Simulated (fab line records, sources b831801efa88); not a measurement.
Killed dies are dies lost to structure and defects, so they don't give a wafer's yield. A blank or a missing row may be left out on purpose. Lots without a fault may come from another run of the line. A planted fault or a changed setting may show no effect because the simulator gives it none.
Chamber matching | flow sky130 | SKY_VIA4_CMP_02 on cmp-02: 4 sister chambers
The step polishes SiO2. 4 wafers are shown with their chamber, then 8 later ones without.

WAFERS WITH THEIR CHAMBER
wafer  | chamber | motor_current_A (A)
L087.1 | 0       | 13.7
L087.2 | 2       | 12.6
L087.3 | 1       | 12.5
L087.4 | 3       | 13.1

WAFERS WITHOUT THEIR CHAMBER
wafer  | motor_current_A (A)
L087.5 | 12.4
L087.6 | 12.1
L088.1 | 13.4
L088.2 | 12.3
L088.3 | 12.8
L088.4 | 11.7
L088.5 | 13.0
L088.6 | 12.7

WHICH CHAMBER EACH WENT THROUGH
wafer  | from the rows above               | in truth
L087.5 | can't be placed: 1 or 2 or 3      | 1
L087.6 | can't be placed: 1 or 2 or 3      | 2
L088.1 | can't be placed: 0 or 3 or 2 or 1 | 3
L088.2 | can't be placed: 1 or 2 or 3      | 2
L088.3 | can't be placed: 2 or 3 or 1 or 0 | 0
L088.4 | can't be placed: 1 or 2 or 3      | 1
L088.5 | can't be placed: 3 or 2 or 1 or 0 | 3
L088.6 | can't be placed: 2 or 1 or 3      | 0
Placed correctly: 0 of 8. Can't be placed from these rows: 8 (the true chamber is among the candidates in 7). Placed wrongly: 0.
How it was worked out, from the rows above alone: a wafer's distance from a chamber is the root of the sum, over the readings, of the square of ((its reading less the chamber's mean) divided by the reading's scatter). The wafer belongs to the nearest chamber; if the next one is less than 2 further off, it can't be placed. A chamber's mean is the mean of its shown wafers. The scatter: with one shown wafer a chamber, the root of the mean of the squares of how far each hidden wafer lies from its nearest shown one.
